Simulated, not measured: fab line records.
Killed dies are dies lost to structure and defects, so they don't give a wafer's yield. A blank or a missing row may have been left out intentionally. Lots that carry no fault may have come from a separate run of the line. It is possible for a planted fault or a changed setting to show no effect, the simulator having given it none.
Which of the tools did it? / flow sky130 / 11 lots with 33 wafers sampled at 5 steps, on a route of 708 steps

== WHAT EACH GAUGE READ, for each wafer ==
SKY_NWELL_RS_MEAS_29: measures by four-point-probe. Usual: NWELL_RS typically reads 625.0 ohm/sq, with standard deviation 1.5.
lot=L548; measured=day 6 10:40; on=film metro-02; NWELL_RS (ohm/sq)=626.3 625.9 626.8; flag=
lot=L549; measured=day 6 12:50; on=film metro-03; NWELL_RS (ohm/sq)=623.9 623.5 622.5; flag=
lot=L550; measured=day 6 18:54; on=film metro-03; NWELL_RS (ohm/sq)=624.1 625.1 625.0; flag=
lot=L551; measured=day 7 00:02; on=film metro-03; NWELL_RS (ohm/sq)=625.4 625.8 627.0; flag=
lot=L554; measured=day 7 14:26; on=film metro-03; NWELL_RS (ohm/sq)=627.2 625.5 626.2; flag=
lot=L555; measured=day 7 19:54; on=film metro-02; NWELL_RS (ohm/sq)=625.7 624.3 625.5; flag=
lot=L558; measured=day 8 12:44; on=film metro-01; NWELL_RS (ohm/sq)=625.9 625.2 623.5; flag=
lot=L559; measured=day 8 17:41; on=film metro-03; NWELL_RS (ohm/sq)=604.2 603.9 603.7; flag=OFF
lot=L560; measured=day 9 00:47; on=film metro-01; NWELL_RS (ohm/sq)=626.0 628.7 627.1; flag=
lot=L561; measured=day 9 06:29; on=film metro-01; NWELL_RS (ohm/sq)=604.4 604.6 604.0; flag=OFF
lot=L565; measured=day 10 16:46; on=film metro-03; NWELL_RS (ohm/sq)=625.5 620.7 623.9; flag=

SKY_CONTACT_CD_MEAS_14: the cd target is 170 nm. Usual: 169.5 nm for cd nm, sd 1.6.
lot=L548; measured=day 33 07:55; on=cd sem-02; cd nm (nm)=170.4 170.3 168.5; flag=
lot=L549; measured=day 33 07:38; on=cd sem-01; cd nm (nm)=173.1 172.9 174.0; flag=
lot=L550; measured=day 33 08:20; on=cd sem-01; cd nm (nm)=170.6 169.8 169.6; flag=
lot=L551; measured=day 33 16:14; on=cd sem-02; cd nm (nm)=167.5 168.7 167.5; flag=
lot=L554; measured=day 34 15:13; on=cd sem-01; cd nm (nm)=168.0 168.2 167.1; flag=
lot=L555; measured=day 34 19:32; on=cd sem-01; cd nm (nm)=170.3 170.5 170.5; flag=
lot=L558; measured=day 36 08:46; on=cd sem-02; cd nm (nm)=169.5 170.1 169.1; flag=
lot=L559; measured=day 36 10:36; on=cd sem-02; cd nm (nm)=170.6 170.6 172.0; flag=
lot=L560; measured=day 36 12:44; on=cd sem-02; cd nm (nm)=168.0 166.3 167.1; flag=
lot=L561; measured=day 36 17:34; on=cd sem-02; cd nm (nm)=168.9 168.8 171.3; flag=
lot=L565; measured=day 38 05:19; on=cd sem-01; cd nm (nm)=169.1 167.4 168.2; flag=

== WHAT TOOL EACH LOT RAN ON (gives the tool, then ch and the chambers of the sampled wafers, and finally the start) ==
lot=L548; SKY_FIELD_ISO_ETCH_15=rie diel-04 ch 0,1,2, day 2 21:43; SKY_NWELL_IMPLANT_11=implanter-01 ch 0, day 5 15:40; SKY_LI_CONTACT_ETCH_14=rie diel-04 ch 0,3, day 30 22:04
lot=L549; SKY_FIELD_ISO_ETCH_15=rie diel-01 ch 0,1,2, day 3 01:55; SKY_NWELL_IMPLANT_11=implanter-02 ch 0, day 5 17:02; SKY_LI_CONTACT_ETCH_14=rie diel-03 ch 2,3, day 30 21:57
lot=L550; SKY_FIELD_ISO_ETCH_15=rie diel-02 ch 1,2,3, day 3 12:34; SKY_NWELL_IMPLANT_11=implanter-04 ch 0, day 5 23:01; SKY_LI_CONTACT_ETCH_14=rie diel-03 ch 2,3, day 30 23:19
lot=L551; SKY_FIELD_ISO_ETCH_15=rie diel-04 ch 2,3, day 3 13:42; SKY_NWELL_IMPLANT_11=implanter-02 ch 0, day 6 03:53; SKY_LI_CONTACT_ETCH_14=rie diel-03 ch 1,3, day 31 07:57
lot=L554; SKY_FIELD_ISO_ETCH_15=rie diel-04 ch 1,3, day 4 05:40; SKY_NWELL_IMPLANT_11=implanter-04 ch 0, day 6 18:47; SKY_LI_CONTACT_ETCH_14=rie diel-04 ch 1,2,3, day 32 07:24
lot=L555; SKY_FIELD_ISO_ETCH_15=rie diel-02 ch 2,3, day 4 09:41; SKY_NWELL_IMPLANT_11=implanter-04 ch 0, day 7 01:17; SKY_LI_CONTACT_ETCH_14=rie diel-01 ch 0,2,3, day 32 11:07
lot=L558; SKY_FIELD_ISO_ETCH_15=rie diel-01 ch 0,2,3, day 5 02:33; SKY_NWELL_IMPLANT_11=implanter-04 ch 0, day 7 17:11; SKY_LI_CONTACT_ETCH_14=rie diel-03 ch 0,2,3, day 34 01:37
lot=L559; SKY_FIELD_ISO_ETCH_15=rie diel-02 ch 0,1, day 5 05:45; SKY_NWELL_IMPLANT_11=implanter-02 ch 0, day 7 20:37; SKY_LI_CONTACT_ETCH_14=rie diel-03 ch 2,3, day 34 03:25
lot=L560; SKY_FIELD_ISO_ETCH_15=rie diel-04 ch 0,1,3, day 5 11:25; SKY_NWELL_IMPLANT_11=implanter-04 ch 0, day 8 03:23; SKY_LI_CONTACT_ETCH_14=rie diel-01 ch 1,2,3, day 34 04:46
lot=L561; SKY_FIELD_ISO_ETCH_15=rie diel-01 ch 0,1, day 5 16:07; SKY_NWELL_IMPLANT_11=implanter-02 ch 0, day 8 08:43; SKY_LI_CONTACT_ETCH_14=rie diel-03 ch 0,3, day 34 10:31
lot=L565; SKY_FIELD_ISO_ETCH_15=rie diel-02 ch 0,1,2, day 6 13:36; SKY_NWELL_IMPLANT_11=implanter-01 ch 0, day 9 17:39; SKY_LI_CONTACT_ETCH_14=rie diel-03 ch 1,3, day 35 21:19
- SKY_FIELD_ISO_ETCH_15: etches the open film in CHF3/O2, stops on Si, target depth 180 nm, time 72 s.
- SKY_NWELL_IMPLANT_11
- SKY_LI_CONTACT_ETCH_14: etches BARC in N2/H2, stops on SiO2, time 45.9 s, target depth 60 nm.

== WHAT THE TOOLS THEMSELVES READ (means of the sampled wafers that have a number; where no wafer has one, the mark that the record gives instead) ==
SKY_FIELD_ISO_ETCH_15. Usual: bias w 200.1 W, standard deviation 0.63; drypump motor current A 6.0 A, standard deviation 0.47; oes product au 0.947 a.u., standard deviation 0.007; throttle valve pct 8.844 %, standard deviation 0.01.
lot=L548; tool=rie diel-04; bias w (W)=199.6; drypump motor current A (A)=6.1; oes product au (a.u.)=0.952; throttle valve pct (%)=8.852; flag=
lot=L549; tool=rie diel-01; bias w (W)=200.6; drypump motor current A (A)=6.4; oes product au (a.u.)=0.943; throttle valve pct (%)=8.847; flag=
lot=L550; tool=rie diel-02; bias w (W)=200.1; drypump motor current A (A)=5.7; oes product au (a.u.)=0.945; throttle valve pct (%)=8.839; flag=
lot=L551; tool=rie diel-04; bias w (W)=200.4; drypump motor current A (A)=6.0; oes product au (a.u.)=0.941; throttle valve pct (%)=8.843; flag=
lot=L554; tool=rie diel-04; bias w (W)=199.8; drypump motor current A (A)=5.9; oes product au (a.u.)=0.937; throttle valve pct (%)=8.837; flag=
lot=L555; tool=rie diel-02; bias w (W)=199.5; drypump motor current A (A)=5.8; oes product au (a.u.)=0.943; throttle valve pct (%)=8.848; flag=
lot=L558; tool=rie diel-01; bias w (W)=200.1; drypump motor current A (A)=5.9; oes product au (a.u.)=0.940; throttle valve pct (%)=8.844; flag=
lot=L559; tool=rie diel-02; bias w (W)=199.7; drypump motor current A (A)=5.8; oes product au (a.u.)=0.952; throttle valve pct (%)=8.843; flag=
lot=L560; tool=rie diel-04; bias w (W)=200.1; drypump motor current A (A)=5.7; oes product au (a.u.)=0.955; throttle valve pct (%)=8.843; flag=
lot=L561; tool=rie diel-01; bias w (W)=200.1; drypump motor current A (A)=6.5; oes product au (a.u.)=0.952; throttle valve pct (%)=8.837; flag=
lot=L565; tool=rie diel-02; bias w (W)=200.4; drypump motor current A (A)=5.8; oes product au (a.u.)=0.948; throttle valve pct (%)=8.844; flag=

SKY_NWELL_IMPLANT_11. Usual: beam energy keV 400.02, standard deviation 0.13; dose ions cm2 1.9002e+13, standard deviation 2e+10.
lot=L548; tool=implanter-01; beam energy keV=400.13; dose ions cm2=1.9005e+13; flag=
lot=L549; tool=implanter-02; beam energy keV=400.16; dose ions cm2=1.9017e+13; flag=
lot=L550; tool=implanter-04; beam energy keV=400.06; dose ions cm2=1.9022e+13; flag=
lot=L551; tool=implanter-02; beam energy keV=400.10; dose ions cm2=1.8983e+13; flag=
lot=L554; tool=implanter-04; beam energy keV=400.06; dose ions cm2=1.8996e+13; flag=
lot=L555; tool=implanter-04; beam energy keV=400.11; dose ions cm2=1.8998e+13; flag=
lot=L558; tool=implanter-04; beam energy keV=400.01; dose ions cm2=1.8983e+13; flag=
lot=L559; tool=implanter-02; beam energy keV=468.89; dose ions cm2=1.9013e+13; flag=OFF
lot=L560; tool=implanter-04; beam energy keV=399.87; dose ions cm2=1.8975e+13; flag=
lot=L561; tool=implanter-02; beam energy keV=468.77; dose ions cm2=1.9009e+13; flag=OFF
lot=L565; tool=implanter-01; beam energy keV=399.96; dose ions cm2=1.9015e+13; flag=

SKY_LI_CONTACT_ETCH_14. Usual: bias w 100.0 W, standard deviation 0.32; drypump motor current A 5.9 A, standard deviation 0.45; oes product au 0.854 a.u., standard deviation 0.0047; throttle valve pct 13.224 %, standard deviation 0.0088.
lot=L548; tool=rie diel-04; bias w (W)=100.3; drypump motor current A (A)=5.4; oes product au (a.u.)=0.853; throttle valve pct (%)=13.220; flag=
lot=L549; tool=rie diel-03; bias w (W)=99.9; drypump motor current A (A)=6.3; oes product au (a.u.)=0.852; throttle valve pct (%)=13.218; flag=
lot=L550; tool=rie diel-03; bias w (W)=99.9; drypump motor current A (A)=6.0; oes product au (a.u.)=0.852; throttle valve pct (%)=13.223; flag=
lot=L551; tool=rie diel-03; bias w (W)=100.1; drypump motor current A (A)=5.7; oes product au (a.u.)=0.848; throttle valve pct (%)=13.226; flag=
lot=L554; tool=rie diel-04; bias w (W)=100.0; drypump motor current A (A)=5.9; oes product au (a.u.)=0.851; throttle valve pct (%)=13.227; flag=
lot=L555; tool=rie diel-01; bias w (W)=100.1; drypump motor current A (A)=6.0; oes product au (a.u.)=0.856; throttle valve pct (%)=13.220; flag=
lot=L558; tool=rie diel-03; bias w (W)=99.7; drypump motor current A (A)=6.1; oes product au (a.u.)=0.853; throttle valve pct (%)=13.233; flag=
lot=L559; tool=rie diel-03; bias w (W)=100.2; drypump motor current A (A)=6.0; oes product au (a.u.)=0.859; throttle valve pct (%)=13.217; flag=
lot=L560; tool=rie diel-01; bias w (W)=100.4; drypump motor current A (A)=6.3; oes product au (a.u.)=0.851; throttle valve pct (%)=13.230; flag=
lot=L561; tool=rie diel-03; bias w (W)=100.0; drypump motor current A (A)=5.9; oes product au (a.u.)=0.855; throttle valve pct (%)=13.222; flag=
lot=L565; tool=rie diel-03; bias w (W)=100.1; drypump motor current A (A)=5.8; oes product au (a.u.)=0.852; throttle valve pct (%)=13.227; flag=

== THE ANSWER, worked out from the rows above alone ==
Rule: a lot is off if the mean of its wafers that have a number lies more than 3 standard deviations from the usual mean. Also off: a lot with no number at a reading for which 4 or more lots have one. The other lots that the step has rows for count as sound. After the gauges, taken in route order, come the tools' own readings; for these a lot's mean is taken, as printed above. At the first step where some lot is off, the reading lying furthest off is the one used; lots without a number count as furthest.
Off: at SKY_NWELL_RS_MEAS_29 (NWELL_RS), L559, L561.
A tool fits if, at a process step before that reading, it ran every lot that is off, and no sound lot after the first of them. Not tried: the gauges at SKY_NWELL_RS_MEAS_29; whatever is off there is also off at SKY_NWELL_IMPLANT_11, on other tools, and gauge error can't account for it. One fits: SKY_NWELL_IMPLANT_11 on implanter-02. Its last sound lot is L551 (day 6 03:53), its first lot that is off L559 (day 7 20:37): a fault that began between those two fits.
The tool's own readings at SKY_NWELL_IMPLANT_11 bear it out: on the lots that are off they differ by more than 5 times the standard deviation of the sound lots' means. beam energy keV reads 468.83 there against 400.05 on the sound lots.

== WHAT WAS PUT IN BY THE SIMULATOR ==
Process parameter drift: implanter-02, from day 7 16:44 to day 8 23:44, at SKY_NWELL_IMPLANT_11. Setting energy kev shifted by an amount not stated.
Lots struck among those shown: L559, L561. The rule above reached the same finding.
